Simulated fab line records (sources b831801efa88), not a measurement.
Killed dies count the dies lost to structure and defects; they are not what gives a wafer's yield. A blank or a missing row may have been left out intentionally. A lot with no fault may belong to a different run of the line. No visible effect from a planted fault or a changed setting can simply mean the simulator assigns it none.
Shared-tool check | flow sky130 | 13 lots, 39 wafers sampled

== WHAT PROMPTED THE OPENING ==
SKY_VT_ADJUST_LVTN_TW_MEAS_10, reading VT_ADJUST_LVTN_TW: flagged on 3 of 13 lots. Wafers without a fault read 241.8, standard deviation 1.7.
Rule: flag the lot when none of its wafers has a number, or when each of its wafers that has one lies beyond 4 standard deviations from that mean. The other lots count as sound.

lot  | measured     | on            | VT_ADJUST_LVTN_TW, wafer by wafer | flag
L136 | day 6 17:44  | film-metro-02 | 243.0 243.6 242.7                 |
L137 | day 7 01:57  | film-metro-01 | 240.7 242.5 240.9                 |
L140 | day 8 01:02  | film-metro-02 | 244.3 242.1 244.2                 |
L143 | day 8 19:45  | film-metro-01 | 239.7 241.5 240.4                 |
L144 | day 9 03:59  | film-metro-01 | 238.9 239.3 239.7                 |
L145 | day 9 19:37  | film-metro-01 | 239.5 240.6 238.9                 |
L147 | day 10 06:55 | film-metro-01 | 239.3 239.4 239.6                 |
L149 | day 10 10:41 | film-metro-02 | 242.8 242.7 242.2                 |
L154 | day 11 17:46 | film-metro-04 | 198.5 198.4 198.0                 | FLAGGED
L155 | day 12 08:31 | film-metro-02 | 198.8 197.1 198.3                 | FLAGGED
L156 | day 12 12:56 | film-metro-01 | 196.8 196.5 195.9                 | FLAGGED
L158 | day 13 00:47 | film-metro-04 | 243.4 244.7 243.3                 |
L159 | day 13 05:59 | film-metro-01 | 240.5 241.8 241.9                 |
The mean of the flagged lots' numbers is 197.6, -44.2 from the usual (-26 standard deviations).

== TOOL THAT RAN EACH LOT ==
The record holds 1 process step before the reading, out of a route of 708 steps. In each cell: the tool, then ch and the chambers that the sampled wafers went through, then the start.
lot  | flag    | SKY_VT_ADJUST_LVTN_IMPLANT_08
L136 |         | implanter-03 ch 0, day 6 17:31
L137 |         | implanter-03 ch 0, day 7 01:42
L140 |         | implanter-03 ch 0, day 8 00:49
L143 |         | implanter-04 ch 0, day 8 19:32
L144 |         | implanter-02 ch 0, day 9 03:46
L145 |         | implanter-03 ch 0, day 9 19:22
L147 |         | implanter-04 ch 0, day 10 06:40
L149 |         | implanter-03 ch 0, day 10 10:26
L154 | FLAGGED | implanter-04 ch 0, day 11 17:31
L155 | FLAGGED | implanter-04 ch 0, day 12 08:16
L156 | FLAGGED | implanter-04 ch 0, day 12 12:43
L158 |         | implanter-03 ch 0, day 13 00:33
L159 |         | implanter-03 ch 0, day 13 05:46
What the steps here do:
- SKY_VT_ADJUST_LVTN_IMPLANT_08
- SKY_VT_ADJUST_LVTN_TW_MEAS_10

== FLAGGED OVER TOTAL, TOOL BY TOOL (the gauges that took the reading come last) ==
step                          | tool          | lots run | flagged | share of the flagged lots | sound lots run after its first flagged lot
SKY_VT_ADJUST_LVTN_IMPLANT_08 | implanter-02  | 1        | 0       | none                      | -
SKY_VT_ADJUST_LVTN_IMPLANT_08 | implanter-03  | 7        | 0       | none                      | -
SKY_VT_ADJUST_LVTN_IMPLANT_08 | implanter-04  | 5        | 3       | all                       | 0
SKY_VT_ADJUST_LVTN_TW_MEAS_10 | film-metro-01 | 7        | 1       | some                      | 1 (L159)
SKY_VT_ADJUST_LVTN_TW_MEAS_10 | film-metro-02 | 4        | 1       | some                      | 0
SKY_VT_ADJUST_LVTN_TW_MEAS_10 | film-metro-04 | 2        | 1       | some                      | 1 (L158)

== THE TABLE: WHAT IT ALLOWS ==
All flagged lots share 1 row of the table, namely implanter-04 at SKY_VT_ADJUST_LVTN_IMPLANT_08.
- implanter-04 at SKY_VT_ADJUST_LVTN_IMPLANT_08 ran 5 lots, 3 of them flagged. It ran its last sound lot, L147, at day 10 06:40 and its first flagged lot, L154, at day 11 17:31: a fault with its onset between the two fits. Its own readings (dose-ions-cm2, faraday-current-uA) fall more than 4 standard deviations out on all wafers of the flagged lots.
Left over: one tool, implanter-04 at SKY_VT_ADJUST_LVTN_IMPLANT_08.

== WHAT THE SIMULATOR PUT IN ==
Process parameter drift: implanter-04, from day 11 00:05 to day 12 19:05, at SKY_VT_ADJUST_LVTN_IMPLANT_08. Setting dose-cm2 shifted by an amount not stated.
Struck lots among those shown: L154, L155, L156. The rule above found the same.
